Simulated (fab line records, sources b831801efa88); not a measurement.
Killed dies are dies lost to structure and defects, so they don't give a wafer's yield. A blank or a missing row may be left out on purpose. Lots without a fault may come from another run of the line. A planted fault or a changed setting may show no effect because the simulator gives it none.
Problem report in the 8D (eight disciplines) form, filled by code | flow sky130 | the parts of the form that need people (team, actions taken, sign-off) are left out

1. THE PROBLEM
run_length_s at SKY_LI_CONTACT_ETCH_14 reads a mean of 49.0 s on 6 wafers of 2 lots; wafers without a fault read 74.0 s with a standard deviation of 0.38. That is -66 standard deviations from the usual mean.
The step: etches BARC in N2/H2, stops on SiO2, time 45.9 s, target depth 60 nm.
First seen on wafer L687.1, day 35 10:57, on rie_diel-04. The record holds 33 wafers of 11 lots with a number at this step. Rule for "out", or "out of limits": more than 4 standard deviations from the usual mean. The other wafers with a number count as sound.

2. WHAT IT IS AND WHAT IT IS NOT
question                    | is                           | is not
which readings at this step | run_length_s, oes_product_au | chamber_pressure_mTorr
which lots                  | L687, L689                   | L670, L672, L673, L674, L678, L682, L684, L690, L691
which wafers of those lots  | all that have a number       | -
read on which tools         | rie_diel-04                  | rie_diel-01, rie_diel-03
when                        | from day 35 10:57            | up to then (21 sound wafers); but 6 sound wafers of L690, L691 came after

3. SUSPECTS, AND WHAT RULES EACH OUT
Counting: a tool at a process step up to the reading stays a suspect if it ran every lot that is out and no sound lot after the first of them.
- rie_diel-04 at SKY_LI_CONTACT_ETCH_14 (etches BARC in N2/H2, stops on SiO2, time 45.9 s, target depth 60 nm): kept. It ran every lot that is out, first L687 (day 35 10:57), and no sound lot after that; its last sound lot up to then is L684 (day 34 12:06). Its own readings are out on those wafers: oes_product_au, run_length_s.
Left after counting: rie_diel-04 at SKY_LI_CONTACT_ETCH_14.

4. THE CAUSE (what the simulator had put in)
Process parameter drift: rie_diel-04, from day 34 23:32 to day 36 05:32, at SKY_LI_CONTACT_ETCH_14. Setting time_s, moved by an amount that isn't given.
Counting left only this tool.

5. THE CHAIN OF EFFECTS, in route order
Each row: a reading whose mean over the struck wafers that have a number lies more than 3 standard deviations from the usual. Only readings for which the record gives a usual standard deviation are gone through. hours: the time from each lot's start at the first step in this table that gives one to its start at this step, as a median over the lots. sigmas: the change in usual standard deviations.
hours | step                    | reading                  | usual      | on struck wafers | change | sigmas
0     | SKY_LI_CONTACT_ETCH_14  | oes_product_au           | 0.854 a.u. | 1.011            | +0.157 | +32
0     | SKY_LI_CONTACT_ETCH_14  | run_length_s             | 74.0 s     | 49.0             | -25.0  | -66
0     | SKY_LI_CONTACT_STRIP_16 | strip_time_to_endpoint_s | 3.480 s    | 3.755            | +0.275 | +9.8
The process steps in it:
- SKY_LI_CONTACT_ETCH_14: etches BARC in N2/H2, stops on SiO2, time 45.9 s, target depth 60 nm.
- SKY_LI_CONTACT_STRIP_16: strips in O2/N2.
Readings that are blank on the struck wafers while sound wafers have them: bias_w at SKY_LI_CONTACT_ETCH_14.
Later measuring or inspecting steps at which every struck wafer that the step has a row for has a number for every such reading, and none has moved that far: SKY_CONTACT_THK_MEAS_26.

6. WHAT WOULD HAVE CAUGHT IT SOONER
In this record the first reading out of limits was taken at day 35 10:57, 11 hours after the fault began at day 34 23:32.
